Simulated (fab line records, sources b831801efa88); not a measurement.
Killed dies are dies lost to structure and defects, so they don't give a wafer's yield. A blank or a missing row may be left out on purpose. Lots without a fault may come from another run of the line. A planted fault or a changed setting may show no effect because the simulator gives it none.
fab line records | flow sky130
record lots=5 wafers=15 last_day=49
route steps=708 shown CONTACT@428 METAL1@434 VIA1@458
lots that met no fault: from a run of the same line without faults
start_h: hours from the record's first day to the start of the lot's first wafer shown | wait_h: hours since the lot's step before | " the same as in the row above | L1.1+2: a row that stands for several wafers | - no value, or no start given | * or withheld: withheld | < > ~ a bound
route shown NAME@n: a module of which the file shows steps, and the number in the route of the first | usual: mean/standard deviation of fault-free wafers | same: alike in all rows | chamber/n: place in a boat | sites: the reading at each site | _std_site: their standard deviation | _edge_site: outer sites' mean less inner sites' | radius_mm: how far each site lies from the wafer's centre | mask NAME#n: copy n | behind: the tool/chamber that last shaped the wafer | hold: why the lot was held/for how many hours/how that ended | device: the transistor (n, p or np) that didn't switch | end of line: the same wafers' tests at the end of the route | a step without rows: its recipe alone | killed: dies lost to structure and defects at the first sort, not the wafer's yield | map: a wafer's dies, x killed, . not, _ none there
set.NAME: the setting as run; set.NAME@STEP: as run at that earlier step | model.NAME: the simulator's own value behind a step, which no gauge read
lots at some steps of the route; a table a step, a row a wafer
services: from which hour (start_h, from the record's first day; less than 0 if before it) a tool's chamber was out of use, for how many hours, and why
## steps
# step SKY_CONTACT_CLEAN_22
# recipe chemistry=O3/DIW dry=n2_spin
# columns lot.wafer tool chamber start_h wait_h
L077.1+2+3 wet_bench-03 0 773.03 0.0
L079.2+4+5 wet_bench-03 0 787.30 0.0
L081.1+5+6 wet_bench-01 2 807.96 0.0
L086.1+2+5 wet_bench-03 1 853.58 0.0
L089.1+3+5 wet_bench-01 3 861.00 0.0
# step SKY_CONTACT_SPUTTER_23
# recipe material=TiN target_thk_nm=20 chamber_pressure_pa=5 power_w=4000 time_s=80
# usual throttle_valve_pct=30.0/0.79
# same time_s=80
# columns lot.wafer tool chamber start_h wait_h throttle_valve_pct
L077.1 pvd_sputter-04 - 773.13 0.0 29.7
L077.2 " - " " 29.6
L077.3 " - " " 30.3
L079.2 pvd_sputter-03 - 787.39 0.0 31.9
L079.4 " - " " 29.9
L079.5 " - " " 29.5
L081.1 pvd_sputter-03 - 808.05 0.0 29.8
L081.5 " - " " 29.6
L081.6 " - " " 30.7
L086.1 pvd_sputter-02 - 853.68 0.0 30.6
L086.2 " - " " 29.5
L086.5 " - " " 30.5
L089.1 pvd_sputter-03 - 861.09 0.0 32.0
L089.3 " - " " 30.7
L089.5 " - " " 29.7
# step SKY_CONTACT_CVD_24
# recipe material=W target_thk_nm=340 time_s=102.12 temp_c=400 pressure_torr=40
# usual heater_power_w=819/48
# same time_s=102.12
# columns lot.wafer tool chamber start_h wait_h heater_power_w since_wet_clean_h
L077.1 cvd_w-01 0 773.19 0.0 806 869
L077.2 " 1 " " 877 869
L077.3 " 1 " " 863 -
L079.2 cvd_w-02 1 787.46 0.0 739 383
L079.4 " 0 " " 797 -
L079.5 " 1 " " 757 -
L081.1 cvd_w-01 1 808.11 0.0 879 904
L081.5 " 1 " " 923 -
L081.6 " 0 " " 811 -
L086.1 cvd_w-01 0 853.75 0.0 826 950
L086.2 " 0 " " 794 -
L086.5 " 0 " " 801 -
L089.1 cvd_w-02 0 861.15 0.0 798 457
L089.3 " 0 " " 825 -
L089.5 " 1 " " 754 -
# step SKY_CONTACT_RS_MEAS_25
# recipe thk_meas_gauge=four-point-probe reads=W_of_CONTACT_CVD_24+TiN_of_CONTACT_SPUTTER_23
# usual CONTACT_W_RS=0.337/0.0071
# columns lot.wafer tool chamber start_h wait_h CONTACT_W_RS[ohm/sq]
L077.1 film_metro-02 - 773.30 0.1 0.346
L077.2 " - " " 0.325
L077.3 " - " " 0.326
L079.2 film_metro-04 - 787.59 0.1 0.340
L079.4 " - " " 0.340
L079.5 " - " " 0.342
L081.1 film_metro-03 - 808.22 0.1 0.328
L081.5 " - " " 0.332
L081.6 " - " " 0.344
L086.1 film_metro-03 - 853.97 0.2 0.346
L086.2 " - " " 0.342
L086.5 " - " " 0.345
L089.1 film_metro-03 - 861.26 0.1 0.342
L089.3 " - " " 0.339
L089.5 " - " " 0.341
# step SKY_CONTACT_THK_MEAS_26
# recipe thk_meas_gauge=xrf reads=W_of_CONTACT_CVD_24
# usual CONTACT_W_THK=347/8.3
# columns lot.wafer tool chamber start_h wait_h CONTACT_W_THK[nm]
L077.1 film_metro-02 - 773.42 0.1 330
L077.2 " - " " 353
L077.3 " - " " 355
L079.2 film_metro-04 - 787.70 0.1 345
L079.4 " - " " 346
L079.5 " - " " 343
L081.1 film_metro-03 - 808.34 0.1 354
L081.5 " - " " 351
L081.6 " - " " 339
L086.1 film_metro-03 - 854.09 0.1 337
L086.2 " - " " 342
L086.5 " - " " 339
L089.1 film_metro-03 - 861.38 0.1 341
L089.3 " - " " 345
L089.5 " - " " 343
# step SKY_CONTACT_CMP_27
# recipe stop_on=SiO2 t_overpolish_s=15 down_force_psi=3.5 platen_rpm=60 target_thk_nm=0 pad_velocity_m_s=0.94248
# usual motor_current_A=10.9/1.2 overpolish_run_s=14.999/0.0088 retaining_ring_pressure_frac=1.000/0.0049 slurry_flow_ml_min=150.1/0.43 time_to_endpoint_s=82/3.4
# columns lot.wafer tool chamber start_h wait_h motor_current_A overpolish_run_s retaining_ring_pressure_frac slurry_flow_ml_min time_to_endpoint_s
L077.1 cmp-01 3 773.53 0.1 11.1 14.993 0.994 149.9 84
L077.2 " 0 " " 11.6 15.004 0.997 149.2 87
L077.3 " 1 " " 12.1 14.995 1.009 150.6 82
L079.2 cmp-01 2 787.75 0.0 8.1 15.005 1.006 150.4 78
L079.4 " 3 " " 10.8 15.011 1.003 149.8 81
L079.5 " 3 " " 11.3 14.992 1.009 149.8 83
L081.1 cmp-01 2 808.58 0.2 8.2 14.988 0.997 149.7 86
L081.6 " 2 " " 8.1 15.000 1.006 150.0 83
L081.5 " 3 " " 10.7 14.999 0.996 150.3 88
L086.1 cmp-02 1 854.25 0.1 10.9 14.988 1.000 149.9 85
L086.2 " 2 " " 11.7 14.993 1.010 150.3 84
L086.5 " 0 " " 12.3 14.991 1.003 149.6 84
L089.3 cmp-01 3 861.44 0.0 11.2 14.991 0.995 150.3 80
L089.1 " 0 " " 11.5 14.988 1.012 150.1 78
L089.5 " 0 " " 11.7 15.004 1.004 149.8 82
# step SKY_METAL1_SPUTTER_00
# recipe material=Ti target_thk_nm=15 power_w=3000 time_s=10 chamber_pressure_pa=0.4
# usual throttle_valve_pct=30.2/0.77
# same time_s=10
# columns lot.wafer tool chamber start_h wait_h throttle_valve_pct
L077.1 pvd_sputter-03 - 773.78 0.2 30.7
L077.2 " - " " 31.8
L077.3 " - " " 29.6
L079.2 pvd_sputter-01 - 788.05 0.2 30.5
L079.4 " - " " 29.5
L079.5 " - " " 30.2
L081.1 pvd_sputter-01 - 808.88 0.2 30.5
L081.5 " - " " 29.5
L081.6 " - " " 30.4
L086.1 pvd_sputter-01 - 854.45 0.1 30.3
L086.2 " - " " 30.3
L086.5 " - " " 29.6
L089.1 pvd_sputter-03 - 861.74 0.2 31.8
L089.3 " - " " 30.3
L089.5 " - " " 30.6
# step SKY_METAL1_SPUTTER_01
# recipe material=TiN target_thk_nm=20 power_w=6500 time_s=16.7 chamber_pressure_pa=0.4
# usual throttle_valve_pct=30.2/0.74
# same time_s=16.7
# columns lot.wafer tool chamber start_h wait_h throttle_valve_pct
L077.1 pvd_sputter-03 - 773.80 0.0 30.4
L077.2 " - " " 31.5
L077.3 " - " " 29.4
L079.2 pvd_sputter-01 - 788.07 0.0 30.2
L079.4 " - " " 29.4
L079.5 " - " " 30.2
L081.1 pvd_sputter-01 - 808.90 0.0 30.6
L081.5 " - " " 29.4
L081.6 " - " " 30.5
L086.1 pvd_sputter-01 - 854.47 0.0 30.4
L086.2 " - " " 30.2
L086.5 " - " " 29.3
L089.1 pvd_sputter-03 - 861.76 0.0 31.9
L089.3 " - " " 30.7
L089.5 " - " " 30.4
# step SKY_METAL1_SPUTTER_02
# recipe material=AlCu target_thk_nm=250 power_w=10600 time_s=13.3 chamber_pressure_pa=0.4
# usual throttle_valve_pct=30.2/0.75
# same time_s=13.3
# columns lot.wafer tool chamber start_h wait_h throttle_valve_pct
L077.1 pvd_sputter-03 - 773.83 0.0 30.6
L077.2 " - " " 32.1
L077.3 " - " " 29.7
L079.2 pvd_sputter-01 - 788.09 0.0 30.5
L079.4 " - " " 29.3
L079.5 " - " " 30.5
L081.1 pvd_sputter-01 - 808.92 0.0 30.4
L081.5 " - " " 29.3
L081.6 " - " " 30.2
L086.1 pvd_sputter-01 - 854.49 0.0 30.4
L086.2 " - " " 30.3
L086.5 " - " " 29.2
L089.1 pvd_sputter-03 - 861.79 0.0 31.7
L089.3 " - " " 30.4
L089.5 " - " " 30.8
# step SKY_METAL1_SPUTTER_03
# recipe material=Ti target_thk_nm=5 power_w=3000 time_s=3.3 chamber_pressure_pa=0.4
# usual throttle_valve_pct=30.2/0.75
# same time_s=3.3
# columns lot.wafer tool chamber start_h wait_h throttle_valve_pct
L077.1 pvd_sputter-03 - 773.85 0.0 30.6
L077.2 " - " " 31.8
L077.3 " - " " 29.7
L079.2 pvd_sputter-01 - 788.12 0.0 30.5
L079.4 " - " " 29.6
L079.5 " - " " 30.7
L081.1 pvd_sputter-01 - 808.95 0.0 30.3
L081.5 " - " " 29.5
L081.6 " - " " 30.4
L086.1 pvd_sputter-01 - 854.52 0.0 30.3
L086.2 " - " " 30.3
L086.5 " - " " 29.2
L089.1 pvd_sputter-03 - 861.81 0.0 31.8
L089.3 " - " " 30.6
L089.5 " - " " 30.6
# step SKY_METAL1_SPUTTER_04
# recipe material=TiN target_thk_nm=70 power_w=6500 time_s=58.3 chamber_pressure_pa=0.4
# usual throttle_valve_pct=30.2/0.75
# same time_s=58.3
# columns lot.wafer tool chamber start_h wait_h throttle_valve_pct
L077.1 pvd_sputter-03 - 773.87 0.0 30.6
L077.2 " - " " 31.9
L077.3 " - " " 29.8
L079.2 pvd_sputter-01 - 788.14 0.0 30.2
L079.4 " - " " 29.2
L079.5 " - " " 30.2
L081.1 pvd_sputter-01 - 808.97 0.0 30.3
L081.5 " - " " 29.6
L081.6 " - " " 30.6
L086.1 pvd_sputter-01 - 854.54 0.0 30.5
L086.2 " - " " 30.3
L086.5 " - " " 29.4
L089.1 pvd_sputter-03 - 861.83 0.0 32.0
L089.3 " - " " 30.5
L089.5 " - " " 30.5
# step SKY_METAL1_RS_MEAS_05
# recipe thk_meas_gauge=four-point-probe reads=TiN_of_METAL1_SPUTTER_04+Ti_of_METAL1_SPUTTER_03+AlCu_of_METAL1_SPUTTER_02+TiN_of_METAL1_SPUTTER_01+Ti_of_METAL1_SPUTTER_00
# usual METAL1_ALCU_RS=0.1273/0.0011
# columns lot.wafer tool chamber start_h wait_h METAL1_ALCU_RS[ohm/sq]
L077.1 film_metro-04 - 773.92 0.0 0.1263
L077.2 " - " " 0.1279
L077.3 " - " " 0.1267
L079.2 film_metro-04 - 788.21 0.0 0.1265
L079.4 " - " " 0.1283
L079.5 " - " " 0.1279
L081.1 film_metro-04 - 809.02 0.0 0.1283
L081.5 " - " " 0.1282
L081.6 " - " " 0.1285
L086.1 film_metro-03 - 854.59 0.0 0.1298
L086.2 " - " " 0.1284
L086.5 " - " " 0.1289
L089.1 film_metro-04 - 861.88 0.0 0.1278
L089.3 " - " " 0.1279
L089.5 " - " " 0.1271
# step SKY_METAL1_THK_MEAS_06
# recipe thk_meas_gauge=xrf reads=AlCu_of_METAL1_SPUTTER_02
# usual METAL1_ALCU_THK=248.4/2.2
# columns lot.wafer tool chamber start_h wait_h METAL1_ALCU_THK[nm]
L077.1 film_metro-04 - 774.04 0.1 250.9
L077.2 " - " " 247.3
L077.3 " - " " 250.8
L079.2 film_metro-04 - 788.32 0.1 250.2
L079.4 " - " " 248.3
L079.5 " - " " 248.3
L081.1 film_metro-04 - 809.14 0.1 245.9
L081.5 " - " " 247.9
L081.6 " - " " 246.4
L086.1 film_metro-03 - 854.71 0.1 241.4
L086.2 " - " " 246.0
L086.5 " - " " 243.9
L089.1 film_metro-04 - 862.00 0.1 247.7
L089.3 " - " " 248.2
L089.5 " - " " 248.9
# step SKY_METAL1_DEHYDRATE_07
# recipe temp_c=200 time_s=60
# same time_s=60
# columns lot.wafer tool chamber start_h wait_h
L077.1+2+3 litho_track-03 0 786.93 12.9
L079.2+4+5 litho_track-03 0 800.96 12.6
L081.1+5+6 litho_track-04 0 821.71 12.6
L086.1+2+5 litho_track-04 0 866.76 12.0
L089.1+3+5 litho_track-04 0 874.61 12.6
# step SKY_METAL1_HMDS_08
# recipe prime_time_s=60 prime_temp_c=120
# same prime_time_s=60
# columns lot.wafer tool chamber start_h wait_h
L077.1+2+3 litho_track-03 0 787.08 0.1
L079.2+4+5 litho_track-03 0 801.11 0.1
L081.1+5+6 litho_track-04 0 821.86 0.1
L086.1+2+5 litho_track-04 0 866.91 0.1
L089.1+3+5 litho_track-04 0 874.76 0.1
# step SKY_METAL1_COAT_09
# recipe resist=BARC temp_c=withheld time_s=withheld spin_rpm=3000 resist_thk_nm=60
# columns lot.wafer tool chamber start_h wait_h
L077.1+2+3 litho_track-03 0 787.23 0.1
L079.2+4+5 litho_track-03 0 801.26 0.1
L081.1+5+6 litho_track-04 0 822.01 0.1
L086.1+2+5 litho_track-04 0 867.06 0.1
L089.1+3+5 litho_track-04 0 874.91 0.1
# step SKY_METAL1_COAT_10
# recipe resist=KrF-thick spin_rpm=3000 resist_thk_nm=450
# columns lot.wafer tool chamber start_h wait_h
L077.1+2+3 litho_track-03 0 - -
L079.2+4+5 litho_track-03 0 - -
L081.1+5+6 litho_track-04 0 - -
L086.1+2+5 litho_track-04 0 - -
L089.1+3+5 litho_track-04 0 - -
# step SKY_METAL1_SOFTBAKE_11
# recipe temp_c=100 time_s=90 resist=KrF-thick
# same time_s=90
# columns lot.wafer tool chamber start_h wait_h
L077.1+2+3 litho_track-03 0 - -
L079.2+4+5 litho_track-03 0 - -
L081.1+5+6 litho_track-04 0 - -
L086.1+2+5 litho_track-04 0 - -
L089.1+3+5 litho_track-04 0 - -
# step SKY_METAL1_EXPOSE_12
# recipe mask_id=MM1 na=0.8 source_shape=annular sigma_inner=0.55 sigma_outer=0.85 target_cd_nm=140 dose_mj=28
# same na=0.8 sigma_inner=0.55
# columns lot.wafer tool chamber start_h wait_h mask
L077.1+2+3 krf_scanner-02 0 - - MM1#0
L079.2+4+5 krf_scanner-01 0 - - MM1#0
L081.1+5+6 krf_scanner-01 0 - - MM1#0
L086.1+2+5 krf_scanner-01 0 - - MM1#0
L089.1+3+5 krf_scanner-02 0 - - MM1#0
# step SKY_METAL1_PEB_13
# recipe peb_temp_c=withheld peb_time_s=withheld resist=KrF-thick
# columns lot.wafer tool chamber start_h wait_h
L077.1+2+3 litho_track-04 0 - -
L079.2+4+5 litho_track-02 0 - -
L081.1+5+6 litho_track-03 0 - -
L086.1+2+5 litho_track-02 0 - -
L089.1+3+5 litho_track-03 0 - -
# step SKY_METAL1_DEVELOP_14
# recipe develop_time_s=60 resist=KrF-thick dev_temp_c=21
# usual developer_temp_C=21.00/0.11
# columns lot.wafer tool chamber start_h wait_h developer_temp_C
L077.1 litho_track-04 0 - - 20.91
L077.2 " 0 " " 21.10
L077.3 " 0 " " 21.10
L079.2 litho_track-02 0 - - 21.09
L079.4 " 0 " " 20.89
L079.5 " 0 " " 21.10
L081.1 litho_track-03 0 - - 20.99
L081.5 " 0 " " 20.89
L081.6 " 0 " " 20.95
L086.1 litho_track-02 0 - - 21.02
L086.2 " 0 " " 21.10
L086.5 " 0 " " 20.98
L089.1 litho_track-03 0 - - 20.99
L089.3 " 0 " " 20.83
L089.5 " 0 " " 20.86
# step SKY_METAL1_CD_MEAS_15
# recipe target_cd_nm=140
# usual cd_nm=140.2/1.5
# columns lot.wafer tool chamber start_h wait_h cd_nm
L077.1 cd_sem-01 - 800.86 - 142.2
L077.2 " - " " 140.3
L077.3 " - " " 141.8
L079.2 cd_sem-02 - 814.53 - 138.1
L079.4 " - " " 140.6
L079.5 " - " " 140.6
L081.1 cd_sem-02 - 835.68 - 141.5
L081.5 " - " " 141.4
L081.6 " - " " 140.3
L086.1 cd_sem-02 - 880.71 - 140.7
L086.2 " - " " 141.5
L086.5 " - " " 142.0
L089.1 cd_sem-02 - 888.13 - 139.4
L089.3 " - " " 140.7
L089.5 " - " " 139.6
# step SKY_METAL1_OVL_MEAS_16
# usual METAL1_OVL=3/5.9
# columns lot.wafer tool chamber start_h wait_h METAL1_OVL[nm]
L077.1 overlay-01 - 800.98 0.1 6
L077.2 " - " " 1
L077.3 " - " " -4
L079.2 overlay-01 - 814.64 0.1 1
L079.4 " - " " 3
L079.5 " - " " 8
L081.1 overlay-02 - 835.80 0.1 0
L081.5 " - " " 1
L081.6 " - " " 0
L086.1 overlay-01 - 880.83 0.1 11
L086.2 " - " " 7
L086.5 " - " " 8
L089.1 overlay-01 - 888.25 0.1 2
L089.3 " - " " -1
L089.5 " - " " 5
# step SKY_METAL1_DESCUM_17
# recipe chemistry=O2 source_power_w=150 bias_power_w=0 pressure_mtorr=10 temp_c=40 time_s=8
# usual drypump_motor_current_A=5.7/0.63 oes_product_au=1.002/0.0087
# same time_s=8
# columns lot.wafer tool chamber start_h wait_h drypump_motor_current_A oes_product_au rf_hours_counter_h
L077.1 rie_metal-01 0 801.02 0.0 6.5 1.009 10
L077.2 " 1 " " 6.2 1.003 15
L077.3 " 0 " " 6.4 1.013 -
L079.2 rie_metal-01 0 814.68 0.0 6.5 1.005 -
L079.4 " 0 " " 6.5 1.011 -
L079.5 " 0 " " 6.5 1.005 -
L081.1 rie_metal-04 0 835.84 0.0 5.1 0.995 3
L081.5 " 0 " " 5.1 1.001 -
L081.6 " 1 " " 5.1 0.993 -
L086.1 rie_metal-04 1 880.87 0.0 5.2 0.986 7
L086.2 " 0 " " 5.1 0.987 5
L086.5 " 0 " " 5.1 0.997 -
L089.1 rie_metal-03 1 888.29 0.0 5.1 0.988 4
L089.3 " 1 " " 5.2 0.988 -
L089.5 " 1 " " 5.1 1.001 -
# step SKY_METAL1_ETCH_18
# recipe chemistry=N2/H2 target=BARC ion_energy_ev=200 bias_w=100 pressure_mtorr=30 n2_flow_sccm=100 h2_flow_sccm=200 icp_w=500 stop_on=SiO2 time_s=45.9 target_depth_a=600
# usual bias_w=100.0/0.32 drypump_motor_current_A=5.7/0.62 oes_product_au=0.854/0.0046 throttle_valve_pct=13.224/0.009
# same time_s=45.9
# columns lot.wafer tool chamber start_h wait_h bias_w drypump_motor_current_A oes_product_au rf_hours_counter_h throttle_valve_pct
L077.1 rie_metal-01 0 801.05 0.0 99.8 6.5 0.853 10 13.237
L077.2 " 1 " " 99.7 6.3 0.855 15 13.235
L077.3 " 0 " " 100.0 6.5 0.850 - 13.233
L079.2 rie_metal-01 0 814.76 0.1 99.4 6.5 0.855 - 13.216
L079.4 " 0 " " 99.7 6.6 0.853 - 13.210
L079.5 " 0 " " 99.6 6.5 0.857 - 13.221
L081.1 rie_metal-04 0 835.87 0.0 100.2 5.1 0.850 3 13.233
L081.5 " 0 " " 100.1 5.1 0.852 - 13.217
L081.6 " 1 " " 100.0 5.2 0.855 - 13.232
L086.1 rie_metal-04 1 880.90 0.0 99.9 5.2 0.849 7 13.225
L086.2 " 0 " " 100.5 5.1 0.848 5 13.239
L086.5 " 0 " " 100.4 5.1 0.860 - 13.223
L089.1 rie_metal-03 1 888.32 0.0 99.9 5.1 0.852 4 13.206
L089.3 " 1 " " 100.1 5.1 0.853 - 13.210
L089.5 " 1 " " 100.0 5.2 0.851 - 13.221
# step SKY_METAL1_METAL_ETCH_19
# recipe target_depth_a=3600 stop_on=SiO2 over_etch_frac=0.3 time_s=78 chemistry=Cl2/BCl3 resist_sidewall_deg=88 pressure_mtorr=10 icp_w=900 bias_w=48.5 Cl2_flow_sccm=60 bcl3_flow_sccm=30
# usual bias_w=48.49/0.15 drypump_motor_current_A=5.7/0.62 mfc_cl2_sccm=59.98/0.18 oes_product_au=0.853/0.0053 throttle_valve_pct=22.263/0.0085
# same time_s=78
# columns lot.wafer tool chamber start_h wait_h bias_w drypump_motor_current_A mfc_cl2_sccm oes_product_au rf_hours_counter_h throttle_valve_pct
L077.1 rie_metal-01 0 801.11 0.0 48.60 6.5 59.57 0.857 10 22.267
L077.2 " 1 " " 48.51 6.3 59.76 0.839 15 22.254
L077.3 " 0 " " 48.47 6.5 59.98 0.855 - 22.263
L079.2 rie_metal-01 0 814.89 0.1 48.65 6.5 59.84 0.859 - 22.260
L079.4 " 0 " " 48.42 6.5 59.66 0.855 - 22.271
L079.5 " 0 " " 48.70 6.5 59.92 0.850 - 22.275
L081.1 rie_metal-04 0 835.94 0.0 48.29 5.1 60.17 0.843 3 22.273
L081.5 " 0 " " 48.23 5.1 60.27 0.848 - 22.266
L081.6 " 1 " " 48.70 5.2 59.83 0.849 - 22.255
L086.1 rie_metal-04 1 880.97 0.0 48.48 5.1 59.91 0.846 7 22.265
L086.2 " 0 " " 48.30 5.1 59.77 0.849 5 22.267
L086.5 " 0 " " 48.30 5.1 59.93 0.852 - 22.263
L089.1 rie_metal-03 1 888.39 0.0 48.72 5.1 59.83 0.854 4 22.269
L089.3 " 1 " " 48.49 5.1 60.01 0.848 - 22.283
L089.5 " 1 " " 48.55 5.1 60.23 0.862 - 22.268
# step SKY_METAL1_STRIP_20
# recipe chemistry=O2/N2 power_w=1400 pressure_mtorr=1500 platen_temp_c=withheld o2_flow_sccm=3000 n2_flow_sccm=300 overash_fraction=0.5
# usual drypump_motor_current_A=5.4/0.32 oes_product_au=0.342/0.0044 strip_time_to_endpoint_s=2.68/0.035
# same overash_fraction=0.5
# columns lot.wafer tool chamber start_h wait_h drypump_motor_current_A oes_product_au rf_hours_counter_h strip_time_to_endpoint_s
L077.1 plasma_asher-02 1 801.20 0.1 5.4 0.334 6 2.67
L077.2 " 0 " " 6.4 0.337 6 2.68
L077.3 " 1 " " 5.4 0.341 - 2.65
L079.2 plasma_asher-03 1 815.04 0.1 5.4 0.338 38 2.62
L079.4 " 1 " " 5.4 0.345 - 2.63
L079.5 " 1 " " 5.4 0.340 - 2.61
L081.1 plasma_asher-03 1 836.03 0.1 5.4 0.342 40 2.66
L081.5 " 1 " " 5.4 0.338 - 2.68
L081.6 " 0 " " 5.3 0.336 - 2.71
L086.1 plasma_asher-01 1 881.06 0.1 5.4 0.345 78 2.73
L086.2 " 0 " " 5.3 0.340 78 2.70
L086.5 " 1 " " 5.3 0.344 - 2.69
L089.1 plasma_asher-02 1 888.48 0.1 5.4 0.343 15 2.73
L089.3 " 0 " " 6.3 0.342 - 2.70
L089.5 " 0 " " 6.4 0.339 - 2.68
# step SKY_METAL1_STRIP_21
# recipe chemistry=post_etch_residue_remover time_s=1200 temp_c=72.5
# same time_s=1200
# columns lot.wafer tool chamber start_h wait_h
L077.1+2+3 wet_bench-03 2 801.30 0.1
L079.2+4+5 wet_bench-01 2 815.14 0.1
L081.1+5+6 wet_bench-01 3 836.13 0.1
L086.1+2+5 wet_bench-02 0 881.16 0.1
L089.1+3+5 wet_bench-03 2 888.58 0.1
# step SKY_METAL1_CLEAN_22
# recipe chemistry=IPA time_s=180 temp_c=25
# same time_s=180
# columns lot.wafer tool chamber start_h wait_h
L077.1+2+3 wet_bench-01 0 801.67 0.0
L079.2+4+5 wet_bench-02 0 815.48 0.0
L081.1+5+6 wet_bench-03 0 836.47 0.0
L086.1+2+5 wet_bench-03 2 881.50 0.0
L089.1+3+5 wet_bench-02 3 888.92 0.0
# step SKY_METAL1_CLEAN_23
# recipe chemistry=O3/DIW dry=n2_spin
# columns lot.wafer tool chamber start_h wait_h
L077.1+2+3 wet_bench-01 2 801.73 0.0
L079.2+4+5 wet_bench-03 3 815.54 0.0
L081.1+5+6 wet_bench-01 0 836.53 0.0
L086.1+2+5 wet_bench-01 0 881.57 0.0
L089.1+3+5 wet_bench-01 0 888.98 0.0
# step SKY_VIA1_HDPCVD_00
# recipe material=SiO2 target_thk_nm=1030 sigma_open_frac=0.3 time_s=171.7 temp_c=400 sih4_flow_sccm=60 pressure_mtorr=6
# same time_s=171.7
# columns lot.wafer tool chamber start_h wait_h
L077.1+2+3 hdpcvd-02 0,1,1 801.82 0.0
L079.2+4+5 hdpcvd-02 1,1,2 815.63 0.0
L081.1+5+6 hdpcvd-01 1,2,0 836.62 0.0
L086.1+2+5 hdpcvd-02 2,1,2 881.66 0.0
L089.1+3+5 hdpcvd-02 1,2,0 889.07 0.0
# step SKY_VIA1_THK_MEAS_01
# recipe reads=SiO2_of_VIA1_HDPCVD_00
# usual VIA1_HDPCVD_THK=1023/9.6
# columns lot.wafer tool chamber start_h wait_h VIA1_HDPCVD_THK[nm]
L077.1 film_metro-02 - 801.99 0.1 1035
L077.2 " - " " 1031
L077.3 " - " " 1029
L079.2 film_metro-02 - 815.75 0.1 1033
L079.4 " - " " 1018
L079.5 " - " " 1016
L081.1 film_metro-02 - 836.73 0.1 1038
L081.5 " - " " 1042
L081.6 " - " " 1023
L086.1 film_metro-01 - 881.77 0.1 1011
L086.2 " - " " 1021
L086.5 " - " " 1015
L089.1 film_metro-02 - 889.18 0.1 1020
L089.3 " - " " 1020
L089.5 " - " " 1029
# step SKY_VIA1_CMP_02
# recipe material=SiO2 down_force_psi=4 platen_rpm=60 pad_velocity_m_s=0.94248
# usual motor_current_A=12.0/1.3 retaining_ring_pressure_frac=1.000/0.0047 slurry_flow_ml_min=150.0/0.45
# columns lot.wafer tool chamber start_h wait_h motor_current_A retaining_ring_pressure_frac slurry_flow_ml_min
L077.2 cmp-02 2 802.10 0.1 12.6 1.002 149.3
L077.1 " 3 " " 11.5 1.001 149.3
L077.3 " 0 " " 13.2 0.991 149.7
L079.4 cmp-02 3 815.85 0.1 11.2 1.005 150.0
L079.2 " 1 " " 11.8 1.000 149.5
L079.5 " 3 " " 11.8 1.008 149.8
L081.1 cmp-01 2 836.89 0.1 8.8 0.997 149.8
L081.6 " 0 " " 13.0 0.995 149.6
L081.5 " 1 " " 13.2 0.996 149.7
L086.1 cmp-02 0 881.88 0.1 12.6 0.999 150.5
L086.2 " 1 " " 11.8 1.007 149.8
L086.5 " 3 " " 11.3 1.007 150.5
L089.1 cmp-01 2 889.29 0.1 9.2 0.998 149.6
L089.3 " 3 " " 12.1 0.996 150.8
L089.5 " 1 " " 12.9 1.006 149.3
# step SKY_VIA1_BOW_MEAS_03
# recipe mode=bow
# usual VIA1_BOW=82/7.9
# columns lot.wafer tool chamber start_h wait_h VIA1_BOW[um]
L077.1 film_metro-02 - 802.35 0.1 77
L077.2 " - " " 87
L077.3 " - " " 84
L079.2 film_metro-02 - 816.12 0.1 83
L079.4 " - " " 92
L079.5 " - " " 96
L081.1 film_metro-02 - 837.09 0.1 84
L081.5 " - " " 64
L081.6 " - " " 78
L086.1 film_metro-02 - 882.13 0.2 74
L086.2 " - " " 82
L086.5 " - " " 86
L089.1 film_metro-01 - 889.54 0.2 70
L089.3 " - " " 75
L089.5 " - " " 72
# step SKY_VIA1_DEHYDRATE_04
# recipe temp_c=200 time_s=60
# same time_s=60
# columns lot.wafer tool chamber start_h wait_h
L077.1+2+3 litho_track-03 0 814.33 12.0
L079.2+4+5 litho_track-03 0 829.16 13.0
L081.1+5+6 litho_track-01 0 850.08 13.0
L086.1+2+5 litho_track-03 0 894.13 12.0
L089.1+3+5 litho_track-04 0 902.01 12.5
# step SKY_VIA1_HMDS_05
# recipe prime_time_s=60 prime_temp_c=120
# same prime_time_s=60
# columns lot.wafer tool chamber start_h wait_h
L077.1+2+3 litho_track-03 0 814.48 0.1
L079.2+4+5 litho_track-03 0 829.31 0.1
L081.1+5+6 litho_track-01 0 850.23 0.1
L086.1+2+5 litho_track-03 0 894.28 0.1
L089.1+3+5 litho_track-04 0 902.16 0.1
# step SKY_VIA1_COAT_06
# recipe resist=BARC temp_c=withheld time_s=withheld spin_rpm=3000 resist_thk_nm=60
# columns lot.wafer tool chamber start_h wait_h
L077.1+2+3 litho_track-03 0 814.63 0.1
L079.2+4+5 litho_track-03 0 829.46 0.1
L081.1+5+6 litho_track-01 0 850.38 0.1
L086.1+2+5 litho_track-03 0 894.43 0.1
L089.1+3+5 litho_track-04 0 902.31 0.1
# step SKY_VIA1_COAT_07
# recipe resist=KrF-thick spin_rpm=3000 resist_thk_nm=450
# columns lot.wafer tool chamber start_h wait_h
L077.1+2+3 litho_track-03 0 - -
L079.2+4+5 litho_track-03 0 - -
L081.1+5+6 litho_track-01 0 - -
L086.1+2+5 litho_track-03 0 - -
L089.1+3+5 litho_track-04 0 - -
# step SKY_VIA1_SOFTBAKE_08
# recipe temp_c=100 time_s=90 resist=KrF-thick
# same time_s=90
# columns lot.wafer tool chamber start_h wait_h
L077.1+2+3 litho_track-03 0 - -
L079.2+4+5 litho_track-03 0 - -
L081.1+5+6 litho_track-01 0 - -
L086.1+2+5 litho_track-03 0 - -
L089.1+3+5 litho_track-04 0 - -
## services
# columns tool chamber start_h hours kind
cmp-02 - 751.01 4.0 pm
krf_scanner-01 - 752.80 1.3 pm
cmp-02 - 754.61 2.1 repair
cvd_w-01 - 756.63 1.5 repair
rie_metal-03 - 763.90 0.3 repair
krf_scanner-01 - 766.89 0.4 repair
rie_metal-04 - 770.84 1.5 repair
pvd_sputter-01 - 773.00 3.9 repair
cmp-02 - 778.20 0.7 repair
cvd_w-01 1 783.98 1.3 repair
cmp-02 - 794.72 5.2 repair
hdpcvd-02 2 800.40 3.7 repair
krf_scanner-01 - 809.81 1.0 pm
krf_scanner-01 - 816.03 4.0 pm
rie_metal-01 - 823.82 0.6 repair
rie_metal-03 - 830.95 2.8 pm
cmp-02 - 831.01 2.0 repair
krf_scanner-01 - 836.47 0.8 pm
krf_scanner-01 - 840.65 3.8 repair
pvd_sputter-03 - 849.88 1.2 repair
rie_metal-04 - 872.41 2.8 pm
pvd_sputter-01 - 882.13 3.1 repair
cmp-01 - 895.85 2.3 repair
wet_bench-03 - 896.30 1.9 pm
## key
fault none
